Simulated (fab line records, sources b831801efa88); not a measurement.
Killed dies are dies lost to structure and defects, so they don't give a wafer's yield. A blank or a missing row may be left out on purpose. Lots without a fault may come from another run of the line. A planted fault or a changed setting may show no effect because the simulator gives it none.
Which tool did it? | flow gf180mcu | 15 lots, 43 wafers sampled, at 5 steps of a route of 602

WHAT THE GAUGES READ, wafer by wafer
GF_HV_LDD_TW_MEAS_38. Usual: HV_LDD_3_TW 1446, standard deviation 18.
lot  | measured     | on            | HV_LDD_3_TW    | flag
L317 | day 11 15:22 | film_metro-01 | 1474 1475 1468 |
L318 | day 12 01:37 | film_metro-01 | 1477 1470 1469 |
L319 | day 12 07:05 | film_metro-03 | 1417 1422 1414 |
L320 | day 12 17:03 | film_metro-04 | 1431 1421 1425 |
L321 | day 12 21:53 | film_metro-01 | 1478 1476 1470 |
L326 | day 14 17:41 | film_metro-04 | 1436 1418      |
L327 | day 14 22:26 | film_metro-01 | 1464 1444      |
L328 | day 15 08:01 | film_metro-01 | 1466 1452 1447 |
L334 | day 17 04:44 | film_metro-03 | 1430 1432 1433 |
L335 | day 17 22:04 | film_metro-04 | 1429 1427 1435 |
L336 | day 17 23:51 | film_metro-01 | 1468 1476 1470 |
L337 | day 18 06:55 | film_metro-03 | 1439 1438 1431 |
L339 | day 18 21:13 | film_metro-03 | 1430 1430 1434 |
L338 | day 19 00:06 | film_metro-04 | 1438 1442 1446 |
L340 | day 19 07:29 | film_metro-04 | 1445 1445 1445 |

GF_HV_LDD_OVL_MEAS_47. Usual: HV_LDD_03_OVL 0.3 nm, standard deviation 1.5.
lot  | measured     | on         | HV_LDD_03_OVL (nm) | flag
L317 | day 12 10:14 | overlay-02 | -1.1 1.2 -0.3      |
L318 | day 12 21:19 | overlay-02 | 0.6 1.8 2.1        |
L319 | day 13 02:51 | overlay-02 | -0.4 -0.7 -0.9     |
L320 | day 13 13:25 | overlay-01 | 0.1 0.6 0.7        |
L321 | day 13 18:20 | overlay-02 | 0.8 -1.5 -1.0      |
L326 | day 15 15:34 | overlay-01 | 0.7 -0.6           |
L327 | day 15 19:51 | overlay-01 | -1.6 -0.7          |
L328 | day 16 05:28 | overlay-02 | 0.1 -1.9 -0.6      |
L334 | day 18 03:34 | overlay-02 | 1.8 -0.3 1.3       |
L335 | day 18 22:19 | overlay-02 | 0.2 2.2 -1.5       |
L336 | day 18 23:37 | overlay-02 | 2.0 -1.6 1.6       |
L337 | day 19 07:32 | overlay-01 | -0.1 0.2 -0.2      |
L339 | day 19 21:36 | overlay-02 | 0.6 1.2 0.1        |
L338 | day 20 00:23 | overlay-01 | -0.7 -0.4 -1.3     |
L340 | day 20 07:30 | overlay-02 | 0.9 0.6 0.2        |

GF_HV_LDD_RS_MEAS_53: measures by four-point-probe. Usual: HV_LDD_RS 418.2 ohm/sq, standard deviation 0.94.
lot  | measured     | on            | HV_LDD_RS (ohm/sq) | flag
L317 | day 12 10:42 | film_metro-01 | 417.3 417.7 418.5  |
L318 | day 12 21:46 | film_metro-03 | 418.8 419.4 417.4  |
L319 | day 13 03:19 | film_metro-01 | 419.5 419.3 420.5  |
L320 | day 13 13:53 | film_metro-01 | 417.5 419.1 416.9  |
L321 | day 13 18:48 | film_metro-01 | 417.5 417.0 417.1  |
L326 | day 15 16:03 | film_metro-01 | 418.4 421.1        |
L327 | day 15 20:22 | film_metro-01 | 417.7 421.6        |
L328 | day 16 05:57 | film_metro-04 | 418.2 420.7 420.8  |
L334 | day 18 04:04 | film_metro-01 | 417.8 419.0 419.1  |
L335 | day 18 22:46 | film_metro-03 | 418.8 419.1 418.4  |
L336 | day 19 00:10 | film_metro-03 | 418.1 419.4 418.7  |
L337 | day 19 08:02 | film_metro-03 | 419.4 419.1 417.7  |
L339 | day 19 22:04 | film_metro-03 | 419.2 418.9 419.0  |
L338 | day 20 00:52 | film_metro-04 | 417.7 417.6 418.2  |
L340 | day 20 07:58 | film_metro-04 | 416.9 418.9 417.4  |

WHICH TOOL RAN EACH LOT (tool, then ch and the chambers of the sampled wafers, then the start)
lot  | GF_HV_LDD_IMPLANT_33            | GF_HV_LDD_RTA_52
L317 | implanter-01 ch 0, day 11 14:40 | rtp_anneal-01 ch 0, day 12 10:38
L318 | implanter-03 ch 0, day 12 00:55 | rtp_anneal-01 ch 0, day 12 21:42
L319 | implanter-03 ch 0, day 12 06:23 | rtp_anneal-02 ch 0, day 13 03:15
L320 | implanter-01 ch 0, day 12 16:22 | rtp_anneal-01 ch 0, day 13 13:49
L321 | implanter-02 ch 0, day 12 21:11 | rtp_anneal-02 ch 0, day 13 18:44
L326 | implanter-01 ch 0, day 14 17:01 | rtp_anneal-01 ch 0, day 15 15:58
L327 | implanter-01 ch 0, day 14 21:44 | rtp_anneal-02 ch 0, day 15 20:18
L328 | implanter-01 ch 0, day 15 07:20 | rtp_anneal-01 ch 0, day 16 05:52
L334 | implanter-02 ch 0, day 17 04:04 | rtp_anneal-02 ch 0, day 18 03:58
L335 | implanter-02 ch 0, day 17 21:22 | rtp_anneal-02 ch 0, day 18 22:42
L336 | implanter-03 ch 0, day 17 23:10 | rtp_anneal-01 ch 0, day 19 00:01
L337 | implanter-03 ch 0, day 18 06:14 | rtp_anneal-01 ch 0, day 19 07:57
L339 | implanter-03 ch 0, day 18 20:31 | rtp_anneal-01 ch 0, day 19 22:00
L338 | implanter-02 ch 0, day 18 23:25 | rtp_anneal-02 ch 0, day 20 00:47
L340 | implanter-02 ch 0, day 19 06:47 | rtp_anneal-01 ch 0, day 20 07:54
- GF_HV_LDD_IMPLANT_33
- GF_HV_LDD_RTA_52: time 10 s.

WHAT THE TOOLS THEMSELVES READ (means of the sampled wafers that have a number; where no wafer has one, the mark that the record gives instead)
GF_HV_LDD_IMPLANT_33. Usual: beam_on_s 9.97 s, standard deviation 0.19.
lot  | tool         | beam_on_s (s) | flag
L317 | implanter-01 | 9.90          |
L318 | implanter-03 | 10.27         |
L319 | implanter-03 | 9.99          |
L320 | implanter-01 | 9.97          |
L321 | implanter-02 | 10.05         |
L326 | implanter-01 | 10.12         |
L327 | implanter-01 | 9.88          |
L328 | implanter-01 | 9.96          |
L334 | implanter-02 | 10.11         |
L335 | implanter-02 | 9.87          |
L336 | implanter-03 | 9.76          |
L337 | implanter-03 | 9.89          |
L339 | implanter-03 | 9.99          |
L338 | implanter-02 | 9.98          |
L340 | implanter-02 | 9.86          |

GF_HV_LDD_RTA_52. Usual: chamber_o2_ppm 1.998, standard deviation 0.023; lamp_power_pct 37.7 %, standard deviation 0.91; wafer_temp_C_max 1004.9, standard deviation 0.94.
lot  | tool          | chamber_o2_ppm | lamp_power_pct (%) | wafer_temp_C_max | flag
L317 | rtp_anneal-01 | 1.985          | 38.5               | 1005.0           |
L318 | rtp_anneal-01 | 1.992          | 38.5               | 1004.4           |
L319 | rtp_anneal-02 | 1.983          | 36.7               | 1004.2           |
L320 | rtp_anneal-01 | 2.015          | 38.5               | 1005.6           |
L321 | rtp_anneal-02 | 1.972          | 36.7               | 1004.2           |
L326 | rtp_anneal-01 | 1.990          | 38.5               | 1005.7           |
L327 | rtp_anneal-02 | 1.989          | 36.8               | 1005.6           |
L328 | rtp_anneal-01 | 2.005          | 38.6               | 1005.0           |
L334 | rtp_anneal-02 | 2.000          | 36.7               | 1004.5           |
L335 | rtp_anneal-02 | 2.001          | 36.8               | 1005.2           |
L336 | rtp_anneal-01 | 2.003          | 38.5               | 1004.0           |
L337 | rtp_anneal-01 | 1.999          | 38.5               | 1004.6           |
L339 | rtp_anneal-01 | 1.996          | 38.5               | 1004.5           |
L338 | rtp_anneal-02 | 2.004          | 36.7               | 1005.4           |
L340 | rtp_anneal-01 | 2.003          | 38.6               | 1005.1           |

THE ANSWER, worked out from the rows above alone
Rule: a lot is off if the mean of its wafers that have a number lies more than 3 standard deviations from the usual mean. A lot without any number at a reading at which 4 lots or more have one is off too. The other lots that the step has rows for count as sound. The gauges are gone through in route order, then the tools' own readings, and for those a lot's mean is taken as printed above. The first step at which some lot is off is used, and at that step the reading that is off furthest; a lot without a number counts as furthest.
No lot is off at any reading shown: from this, nothing can be told.

WHAT THE SIMULATOR HAD PUT IN
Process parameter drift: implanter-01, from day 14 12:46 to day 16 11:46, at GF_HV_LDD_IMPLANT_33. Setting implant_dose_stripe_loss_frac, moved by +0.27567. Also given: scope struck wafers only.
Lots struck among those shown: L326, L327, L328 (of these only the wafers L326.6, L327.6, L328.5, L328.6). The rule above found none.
